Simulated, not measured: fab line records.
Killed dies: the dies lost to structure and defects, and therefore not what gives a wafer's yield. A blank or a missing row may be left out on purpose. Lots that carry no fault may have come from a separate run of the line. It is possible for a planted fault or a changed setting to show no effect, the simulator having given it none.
Which tool did it? + flow gf180mcu + 36 wafers sampled from 12 lots at 1 step of a route of 602

## WHAT EACH GAUGE READ, for each wafer
GF_HV_LDD_THK_MEAS_55.
| lot  | measured     | on            | HV_LDD_CVD_54_THK (nm) |
|------|--------------|---------------|------------------------|
| L075 | day 14 08:56 | film_metro-04 | 9.85 9.83 9.71         |
| L077 | day 15 03:01 | film_metro-03 | 9.95 9.85 10.02        |
| L079 | day 15 18:32 | film_metro-03 | 9.94 10.00 9.85        |
| L081 | day 16 05:05 | film_metro-04 | 9.68 9.73 9.68         |
| L083 | day 16 20:27 | film_metro-02 | 9.80 9.91 9.79         |
| L085 | day 17 09:18 | film_metro-04 | 9.61 9.67 9.75         |
| L087 | day 18 05:36 | film_metro-03 | 9.89 9.79 9.85         |
| L089 | day 18 17:32 | film_metro-04 | 10.03 10.04 10.07      |
| L091 | day 19 12:38 | film_metro-02 | 10.12 10.23 10.15      |
| L093 | day 20 03:35 | film_metro-03 | 9.94 9.90 9.85         |
| L095 | day 20 13:11 | film_metro-02 | 10.00 9.79 9.91        |
| L097 | day 21 05:16 | film_metro-04 | 10.00 10.01 10.02      |

## EACH LOT AND THE TOOL THAT RAN IT (in order: tool; ch and the chambers of the sampled wafers; start)
Record: no process step prior to these readings.

## THE ANSWER, worked out from the rows above alone
Rule: usual is defined by the lots themselves. The widest of any qualifying gaps counts: lots, ordered by their means at a reading, are off when they make up no more than a third of the lots, leave a main group of 4 or more, and stand apart from it by 3 or more times the standard deviation of that group's means. Not used: any main group whose means are identical at the precision the tables above print for the reading. A lot without any number at a reading at which 4 lots or more have one is off too. All remaining lots with rows at the step are treated as sound.
None of the lots is off at any reading shown; this tells nothing.

## WHAT HAD BEEN PUT IN BY THE SIMULATOR
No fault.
